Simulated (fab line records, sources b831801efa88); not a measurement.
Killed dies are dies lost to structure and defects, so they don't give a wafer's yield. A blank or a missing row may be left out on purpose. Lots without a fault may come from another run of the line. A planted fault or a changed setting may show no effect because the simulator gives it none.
Split-lot experiment | flow sky130 | 5 lots, 23 wafers read, on a route of 708 steps

THE SPLIT
At SKY_VIA2_CVD_21 (deposits W, target thk 420 nm, time 126.4 s), the setting temp_c was moved away from the recipe's 400 C on 9 of the 23 wafers read, by -1.7% to +1.2%. The other wafers ran this setting at the recipe's value.

FROM THE SPLIT TO THE READING: what the file shows between them, 1 step
- SKY_VIA2_RS_MEAS_22: measures by four-point-probe

THE READING
VIA2_W_THK, in nm, at SKY_VIA2_THK_MEAS_23 (measures by xrf). Fault-free wafers of this fab line usually give 418 nm, standard deviation 9.5 nm.

wafer  | tool, chamber at the split | temp_c as run, C | against the recipe | VIA2_W_THK, nm | against lot-mates on the recipe
L076.2 | cvd_w-02, 1                | 400              | recipe             | 413            | -
L076.3 | cvd_w-02, 0                | 400              | recipe             | 420            | -
L076.4 | cvd_w-02, 1                | 404.9            | +1.2%              | 452            | +36
L076.5 | cvd_w-02, 0                | 404.9            | +1.2%              | 453            | +36
L076.6 | cvd_w-02, 1                | 404.9            | +1.2%              | 449            | +32
L075.1 | cvd_w-01, 1                | 393.1            | -1.7%              | 366            | -43
L075.2 | cvd_w-01, 0                | 393.1            | -1.7%              | 357            | -52
L075.3 | cvd_w-01, 0                | 393.1            | -1.7%              | 359            | -50
L075.5 | cvd_w-01, 0                | 400              | recipe             | 403            | -
L075.6 | cvd_w-01, 1                | 400              | recipe             | 415            | -
L079.3 | cvd_w-01, 1                | 400              | recipe             | 421            | -
L079.5 | cvd_w-01, 0                | 400              | recipe             | 416            | -
L079.6 | cvd_w-01, 1                | 400              | recipe             | 422            | -
L082.1 | cvd_w-02, 0                | 400              | recipe             | 429            | -
L082.2 | cvd_w-02, 1                | 400              | recipe             | 422            | -
L082.3 | cvd_w-02, 1                | 400              | recipe             | 426            | -
L082.4 | cvd_w-02, 0                | 400              | recipe             | 427            | -
L082.5 | cvd_w-02, 0                | 400              | recipe             | 427            | -
L084.1 | cvd_w-02, 0                | 396.8            | -0.8%              | 403            | -30
L084.2 | cvd_w-02, 1                | 396.8            | -0.8%              | 403            | -30
L084.4 | cvd_w-02, 1                | 396.8            | -0.8%              | 405            | -28
L084.5 | cvd_w-02, 1                | 400              | recipe             | 435            | -
L084.6 | cvd_w-02, 0                | 400              | recipe             | 431            | -

THE FIT
A straight line over all 23 wafers: VIA2_W_THK changes by +30.2 nm for each +1% of temp_c; r = +0.95; the points scatter about the line by 8.3 nm.
The same after taking each lot's own level away (the mean of its wafers on the recipe; 23 wafers): +29.1 nm for each +1%; r = +0.99; scatter 3.9 nm.
On that fit, the largest move of temp_c shifts the reading by 50 nm.
The lots' own levels span 409.0 to 433.0 nm, that is 2.5 times the standard deviation above.
So the lot-to-lot level changes the slope little: the two slopes agree.
Check: with one of the wafers moved furthest among these (-1.7%) left out of the fit, the line predicts -52.8 nm for it against its lot-mates. It came out at -43 nm against them.

OTHER SPLITS ON THESE WAFERS
These wafers also went through other splits before the reading. Each is held against what the fit with the lots' levels taken away leaves over:
other split on the same wafers                   | wafers away from the commonest value | r with VIA2_W_THK (lot level and that fit taken away)
SKY_LOCAL_INTERCONNECT_DEVELOP_10 develop_time_s | 8                                    | -0.12
SKY_CONTACT_CMP_27 t_overpolish_s                | 8                                    | +0.00
SKY_VIA1_HDPCVD_00 sih4_flow_sccm                | 8                                    | -0.42
SKY_METAL2_SPUTTER_02 time_s                     | 9                                    | +0.00
SKY_METAL2_ETCH_18 time_s                        | 6                                    | +0.21
SKY_VIA2_COAT_07 spin_rpm                        | 8                                    | +0.02
SKY_VIA2_DEVELOP_11 develop_time_s               | 7                                    | -0.09

THE WHOLE CHAIN: every reading that the file lists as answering this split, in the file's order
step                 | what it does                                | reading                                                                  | change (the file's fit)              | r (the file's)
SKY_VIA2_CVD_21      | deposits W, target thk 420 nm, time 126.4 s | W_of_VIA2_CVD_21.thk_nm (the simulator's own value, which no gauge read) | +29.7 nm for each +1% of the setting | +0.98
SKY_VIA2_RS_MEAS_22  | measures by four-point-probe                | VIA2_W_RS                                                                | -0.0208 for each +1% of the setting  | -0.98
SKY_VIA2_THK_MEAS_23 | measures by xrf                             | VIA2_W_THK                                                               | +29.1 for each +1% of the setting    | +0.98

THE FILE'S OWN FIT
VIA2_W_THK changes by +29.1 nm for each +1% of temp_c, r = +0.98.
